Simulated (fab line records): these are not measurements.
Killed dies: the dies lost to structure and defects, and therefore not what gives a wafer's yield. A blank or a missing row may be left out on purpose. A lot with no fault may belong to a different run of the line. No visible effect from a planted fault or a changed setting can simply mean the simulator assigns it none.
Chamber matching / flow sky130 / rie_si-02 running SKY_POLY_GATE_ETCH_17: 4 sister chambers
The step etches poly-Si in HBr/Cl2, stops on SiO2, target depth 180 nm, time 70.5 s. 14 wafers are shown with their chamber, then 7 later ones without.

== WAFERS WITH THEIR CHAMBER ==
wafer=L988.2; chamber=2; oes_product_au (a.u.)=0.993; throttle_valve_pct (%)=33.675
wafer=L988.3; chamber=3; oes_product_au (a.u.)=0.997; throttle_valve_pct (%)=33.681
wafer=L988.4; chamber=2; oes_product_au (a.u.)=0.993; throttle_valve_pct (%)=33.692
wafer=L989.2; chamber=3; oes_product_au (a.u.)=0.989; throttle_valve_pct (%)=33.676
wafer=L989.3; chamber=1; oes_product_au (a.u.)=0.987; throttle_valve_pct (%)=33.676
wafer=L989.6; chamber=3; oes_product_au (a.u.)=0.999; throttle_valve_pct (%)=33.699
wafer=L991.1; chamber=3; oes_product_au (a.u.)=0.994; throttle_valve_pct (%)=33.697
wafer=L991.3; chamber=3; oes_product_au (a.u.)=1.000; throttle_valve_pct (%)=33.692
wafer=L991.6; chamber=3; oes_product_au (a.u.)=0.986; throttle_valve_pct (%)=33.689
wafer=L994.3; chamber=0; oes_product_au (a.u.)=0.983; throttle_valve_pct (%)=33.687
wafer=L994.5; chamber=0; oes_product_au (a.u.)=0.982; throttle_valve_pct (%)=33.684
wafer=L994.6; chamber=3; oes_product_au (a.u.)=0.989; throttle_valve_pct (%)=33.685
wafer=L999.1; chamber=0; oes_product_au (a.u.)=0.984; throttle_valve_pct (%)=33.676
wafer=L999.2; chamber=3; oes_product_au (a.u.)=0.994; throttle_valve_pct (%)=33.678

SIGNATURES (averages over the wafers above)
reading=oes_product_au; chamber 0=0.98300; chamber 1=0.98700; chamber 2=0.99300; chamber 3=0.99350; scatter within a chamber=0.00429
reading=throttle_valve_pct; chamber 0=33.68233; chamber 1=33.67600; chamber 2=33.68350; chamber 3=33.68713; scatter within a chamber=0.00851
Rule: for a wafer and a chamber, the distance is found by dividing, reading by reading, the gap between the wafer's reading and the chamber's mean by the reading's scatter, squaring, summing and taking the root. If the next closest chamber is less than 2 further off than the closest, the wafer can't be placed; otherwise it belongs to the closest. How the scatter is found: for the shown wafers, subtract from each reading the mean of its chamber, square and add these, divide the total by (wafers less chambers), then take the root.

== WAFERS WITHOUT THEIR CHAMBER ==
wafer=L999.3; oes_product_au (a.u.)=0.991; throttle_valve_pct (%)=33.682
wafer=L100.1; oes_product_au (a.u.)=0.991; throttle_valve_pct (%)=33.688
wafer=L100.2; oes_product_au (a.u.)=0.976; throttle_valve_pct (%)=33.694
wafer=L100.5; oes_product_au (a.u.)=0.986; throttle_valve_pct (%)=33.668
wafer=L105.4; oes_product_au (a.u.)=0.988; throttle_valve_pct (%)=33.698
wafer=L105.5; oes_product_au (a.u.)=0.986; throttle_valve_pct (%)=33.674
wafer=L105.6; oes_product_au (a.u.)=0.987; throttle_valve_pct (%)=33.692

== WHICH CHAMBER EACH WENT THROUGH ==
wafer=L999.3; from the rows above=can't be placed: 2 or 3 or 1 or 0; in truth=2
wafer=L100.1; from the rows above=can't be placed: 3 or 2 or 1 or 0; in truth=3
wafer=L100.2; from the rows above=can't be placed: 0 or 1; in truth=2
wafer=L100.5; from the rows above=can't be placed: 1 or 0 or 2 or 3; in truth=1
wafer=L105.4; from the rows above=can't be placed: 3 or 2 or 0 or 1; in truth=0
wafer=L105.5; from the rows above=can't be placed: 1 or 0 or 2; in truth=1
wafer=L105.6; from the rows above=can't be placed: 0 or 3 or 2 or 1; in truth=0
Placed correctly: 0 of 7. Not placeable from these rows: 7 (in 6, the candidates include the true chamber). Wrongly placed: 0.
